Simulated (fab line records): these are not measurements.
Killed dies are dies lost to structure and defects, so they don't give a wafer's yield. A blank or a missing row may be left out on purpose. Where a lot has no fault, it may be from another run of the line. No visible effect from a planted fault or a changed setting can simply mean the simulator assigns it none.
Which tool did it? / flow gf180mcu / 13 lots, 39 wafers sampled, at 5 steps of a route of 602

WHAT THE GAUGES READ, wafer by wafer
GF_V3_BOW_MEAS_05. Usual: for V3_BOW the level is 117 um and the standard deviation is 10.
lot=L441; measured=day 21 07:42; on=film metro-04; V3_BOW (um)=105 127 117; flag=
lot=L442; measured=day 21 12:08; on=film metro-02; V3_BOW (um)=102 110 99; flag=
lot=L445; measured=day 22 17:41; on=film metro-04; V3_BOW (um)=117 115 136; flag=
lot=L447; measured=day 23 17:26; on=film metro-04; V3_BOW (um)=122 130 123; flag=
lot=L448; measured=day 24 03:40; on=film metro-03; V3_BOW (um)=109 126 123; flag=
lot=L449; measured=day 24 08:53; on=film metro-02; V3_BOW (um)=110 114 116; flag=
lot=L452; measured=day 25 18:55; on=film metro-02; V3_BOW (um)=130 126 140; flag=
lot=L453; measured=day 26 06:55; on=film metro-02; V3_BOW (um)=116 138 115; flag=
lot=L454; measured=day 26 10:28; on=film metro-04; V3_BOW (um)=99 109 106; flag=
lot=L456; measured=day 26 23:29; on=film metro-02; V3_BOW (um)=118 119 121; flag=
lot=L461; measured=day 28 01:21; on=film metro-02; V3_BOW (um)=118 124 115; flag=
lot=L462; measured=day 28 05:32; on=film metro-02; V3_BOW (um)=125 134 123; flag=
lot=L463; measured=day 28 14:28; on=film metro-04; V3_BOW (um)=122 118 132; flag=

GF_V4_THK_MEAS_03. Usual: for V4_CVD_02_THK the level is 851 nm and the standard deviation is 12.
lot=L441; measured=day 23 09:12; on=film metro-01; V4_CVD_02_THK (nm)=852 866 860; flag=
lot=L442; measured=day 23 12:57; on=film metro-01; V4_CVD_02_THK (nm)=851 871 871; flag=
lot=L445; measured=day 24 17:58; on=film metro-01; V4_CVD_02_THK (nm)=708 704 717; flag=OFF
lot=L447; measured=day 25 16:40; on=film metro-04; V4_CVD_02_THK (nm)=858 837 852; flag=
lot=L448; measured=day 26 00:55; on=film metro-01; V4_CVD_02_THK (nm)=859 850 861; flag=
lot=L449; measured=day 26 06:53; on=film metro-04; V4_CVD_02_THK (nm)=867 876 869; flag=
lot=L452; measured=day 27 14:33; on=film metro-03; V4_CVD_02_THK (nm)=841 846 855; flag=
lot=L453; measured=day 28 02:16; on=film metro-01; V4_CVD_02_THK (nm)=849 843 856; flag=
lot=L454; measured=day 28 05:23; on=film metro-01; V4_CVD_02_THK (nm)=850 853 851; flag=
lot=L456; measured=day 28 17:41; on=film metro-03; V4_CVD_02_THK (nm)=851 857 851; flag=
lot=L461; measured=day 29 18:11; on=film metro-04; V4_CVD_02_THK (nm)=825 827 841; flag=
lot=L462; measured=day 29 22:21; on=film metro-04; V4_CVD_02_THK (nm)=829 862 843; flag=
lot=L463; measured=day 30 06:53; on=film metro-01; V4_CVD_02_THK (nm)=865 861 875; flag=

WHICH TOOL RAN EACH LOT (tool, then ch and the chambers of the sampled wafers, then the start)
lot=L441; GF_V3_ETCH_17=rie diel-04 ch 1,2, day 22 08:22 or earlier; GF_V3_SPUTTER_21=pvd sputter-01, day 22 08:22; GF_V4_CVD_02=pecvd-01 ch 0,1, day 23 09:08
lot=L442; GF_V3_ETCH_17=rie diel-04 ch 1,2, day 22 12:19 or earlier; GF_V3_SPUTTER_21=pvd sputter-02, day 22 12:19; GF_V4_CVD_02=pecvd-02 ch 1,2, day 23 12:52
lot=L445; GF_V3_ETCH_17=rie diel-01 ch 0,2, day 23 17:38 or earlier; GF_V3_SPUTTER_21=pvd sputter-01, day 23 17:38; GF_V4_CVD_02=pecvd-02 ch 0,1,2, day 24 17:53
lot=L447; GF_V3_ETCH_17=rie diel-02 ch 0,1,2, day 24 16:39 or earlier; GF_V3_SPUTTER_21=pvd sputter-03, day 24 16:39; GF_V4_CVD_02=pecvd-04 ch 1,2, day 25 16:34
lot=L448; GF_V3_ETCH_17=rie diel-02 ch 0,2,3, day 25 02:17 or earlier; GF_V3_SPUTTER_21=pvd sputter-01, day 25 02:17; GF_V4_CVD_02=pecvd-01 ch 0,1,2, day 26 00:50
lot=L449; GF_V3_ETCH_17=rie diel-01 ch 1,2,3, day 25 07:41 or earlier; GF_V3_SPUTTER_21=pvd sputter-02, day 25 07:41; GF_V4_CVD_02=pecvd-01 ch 0,1,2, day 26 06:49
lot=L452; GF_V3_ETCH_17=rie diel-01 ch 0,2, day 26 16:40 or earlier; GF_V3_SPUTTER_21=pvd sputter-01, day 26 16:40; GF_V4_CVD_02=pecvd-04 ch 1,2, day 27 14:27
lot=L453; GF_V3_ETCH_17=rie diel-02 ch 0,2,3, day 27 04:07 or earlier; GF_V3_SPUTTER_21=pvd sputter-03, day 27 04:07; GF_V4_CVD_02=pecvd-04 ch 1,2, day 28 02:10
lot=L454; GF_V3_ETCH_17=rie diel-02 ch 1,2, day 27 08:04 or earlier; GF_V3_SPUTTER_21=pvd sputter-03, day 27 08:04; GF_V4_CVD_02=pecvd-01 ch 0,2, day 28 05:18
lot=L456; GF_V3_ETCH_17=rie diel-04 ch 1,2,3, day 27 20:28 or earlier; GF_V3_SPUTTER_21=pvd sputter-01, day 27 20:28; GF_V4_CVD_02=pecvd-01 ch 0,1,2, day 28 17:37
lot=L461; GF_V3_ETCH_17=rie diel-01 ch 0,1,2, day 28 22:08 or earlier; GF_V3_SPUTTER_21=pvd sputter-01, day 28 22:08; GF_V4_CVD_02=pecvd-04 ch 1,2, day 29 18:05
lot=L462; GF_V3_ETCH_17=rie diel-04 ch 0,1,2, day 29 01:47 or earlier; GF_V3_SPUTTER_21=pvd sputter-01, day 29 01:47; GF_V4_CVD_02=pecvd-01 ch 0,1,2, day 29 22:16
lot=L463; GF_V3_ETCH_17=rie diel-02 ch 0,2, day 29 10:29 or earlier; GF_V3_SPUTTER_21=pvd sputter-01, day 29 10:29; GF_V4_CVD_02=pecvd-04 ch 1,2, day 30 06:48
- GF_V3_ETCH_17: etches SiO2 in C4F8/O2/Ar, stops on TiN, target depth 635 nm.
- GF_V3_SPUTTER_21: material Ti, target thk 15 nm, time 80.02 s.
- GF_V4_CVD_02: deposits SiO2 from TEOS, target thk 850 nm, time 94.851 s.

WHAT THE TOOLS THEMSELVES READ (means of the sampled wafers that have a number; where no wafer has one, the mark that the record gives instead)
GF_V3_ETCH_17. Usual: oes product au 0.856 a.u., standard deviation 0.0049.
lot=L441; tool=rie diel-04; oes product au (a.u.)=0.863; flag=
lot=L442; tool=rie diel-04; oes product au (a.u.)=0.855; flag=
lot=L445; tool=rie diel-01; oes product au (a.u.)=0.859; flag=
lot=L447; tool=rie diel-02; oes product au (a.u.)=0.853; flag=
lot=L448; tool=rie diel-02; oes product au (a.u.)=0.852; flag=
lot=L449; tool=rie diel-01; oes product au (a.u.)=0.854; flag=
lot=L452; tool=rie diel-01; oes product au (a.u.)=0.857; flag=
lot=L453; tool=rie diel-02; oes product au (a.u.)=0.861; flag=
lot=L454; tool=rie diel-02; oes product au (a.u.)=0.857; flag=
lot=L456; tool=rie diel-04; oes product au (a.u.)=0.852; flag=
lot=L461; tool=rie diel-01; oes product au (a.u.)=0.860; flag=
lot=L462; tool=rie diel-04; oes product au (a.u.)=0.853; flag=
lot=L463; tool=rie diel-02; oes product au (a.u.)=0.853; flag=

GF_V3_SPUTTER_21. Usual: cathode dc power W 2500.0 W, standard deviation 0.43; throttle valve pct 29.9 %, standard deviation 1.4.
lot=L441; tool=pvd sputter-01; cathode dc power W (W)=2500.1; throttle valve pct (%)=31.4; flag=
lot=L442; tool=pvd sputter-02; cathode dc power W (W)=2500.2; throttle valve pct (%)=30.2; flag=
lot=L445; tool=pvd sputter-01; cathode dc power W (W)=2500.0; throttle valve pct (%)=29.0; flag=
lot=L447; tool=pvd sputter-03; cathode dc power W (W)=2499.9; throttle valve pct (%)=29.4; flag=
lot=L448; tool=pvd sputter-01; cathode dc power W (W)=2499.9; throttle valve pct (%)=30.1; flag=
lot=L449; tool=pvd sputter-02; cathode dc power W (W)=2499.8; throttle valve pct (%)=30.9; flag=
lot=L452; tool=pvd sputter-01; cathode dc power W (W)=2499.8; throttle valve pct (%)=30.1; flag=
lot=L453; tool=pvd sputter-03; cathode dc power W (W)=2499.5; throttle valve pct (%)=30.4; flag=
lot=L454; tool=pvd sputter-03; cathode dc power W (W)=2499.5; throttle valve pct (%)=30.6; flag=
lot=L456; tool=pvd sputter-01; cathode dc power W (W)=2499.9; throttle valve pct (%)=29.2; flag=
lot=L461; tool=pvd sputter-01; cathode dc power W (W)=2500.2; throttle valve pct (%)=30.3; flag=
lot=L462; tool=pvd sputter-01; cathode dc power W (W)=2500.0; throttle valve pct (%)=29.4; flag=
lot=L463; tool=pvd sputter-01; cathode dc power W (W)=2500.4; throttle valve pct (%)=30.4; flag=

GF_V4_CVD_02. Usual: heater power w 672 W, standard deviation 74.
lot=L441; tool=pecvd-01; heater power w (W)=687; flag=
lot=L442; tool=pecvd-02; heater power w (W)=727; flag=
lot=L445; tool=pecvd-02; heater power w (W)=678; flag=
lot=L447; tool=pecvd-04; heater power w (W)=665; flag=
lot=L448; tool=pecvd-01; heater power w (W)=678; flag=
lot=L449; tool=pecvd-01; heater power w (W)=686; flag=
lot=L452; tool=pecvd-04; heater power w (W)=630; flag=
lot=L453; tool=pecvd-04; heater power w (W)=588; flag=
lot=L454; tool=pecvd-01; heater power w (W)=616; flag=
lot=L456; tool=pecvd-01; heater power w (W)=718; flag=
lot=L461; tool=pecvd-04; heater power w (W)=618; flag=
lot=L462; tool=pecvd-01; heater power w (W)=732; flag=
lot=L463; tool=pecvd-04; heater power w (W)=673; flag=

THE ANSWER, worked out from the rows above alone
Rule: a lot is off if the mean of its wafers that have a number lies more than 3 standard deviations from the usual mean. Also off: a lot with no number at a reading for which 4 or more lots have one. The other lots that the step has rows for count as sound. Order of review: gauges by route order, followed by the tools' own readings, for which a lot's mean as printed above is used. The first step at which some lot is off is used, and at that step the reading that is off furthest; a lot without a number counts as furthest.
Off: L445, seen at GF_V4_THK_MEAS_03 (V4_CVD_02_THK).
If a tool, at a process step before that reading, ran all the lots that are off and no sound lot after the first of them, it fits. The gauges at GF_V4_THK_MEAS_03 are tried like those tools. GF_V3_ETCH_17 gives no start for some lots, so the hours and the order of its lots are those of GF_V3_SPUTTER_21. One candidate fits, namely pecvd-02 at GF_V4_CVD_02. Its last sound lot is L442 (day 23 12:52), its first lot that is off L445 (day 24 17:53): a fault that began between those two fits.

WHAT HAD BEEN PUT IN BY THE SIMULATOR
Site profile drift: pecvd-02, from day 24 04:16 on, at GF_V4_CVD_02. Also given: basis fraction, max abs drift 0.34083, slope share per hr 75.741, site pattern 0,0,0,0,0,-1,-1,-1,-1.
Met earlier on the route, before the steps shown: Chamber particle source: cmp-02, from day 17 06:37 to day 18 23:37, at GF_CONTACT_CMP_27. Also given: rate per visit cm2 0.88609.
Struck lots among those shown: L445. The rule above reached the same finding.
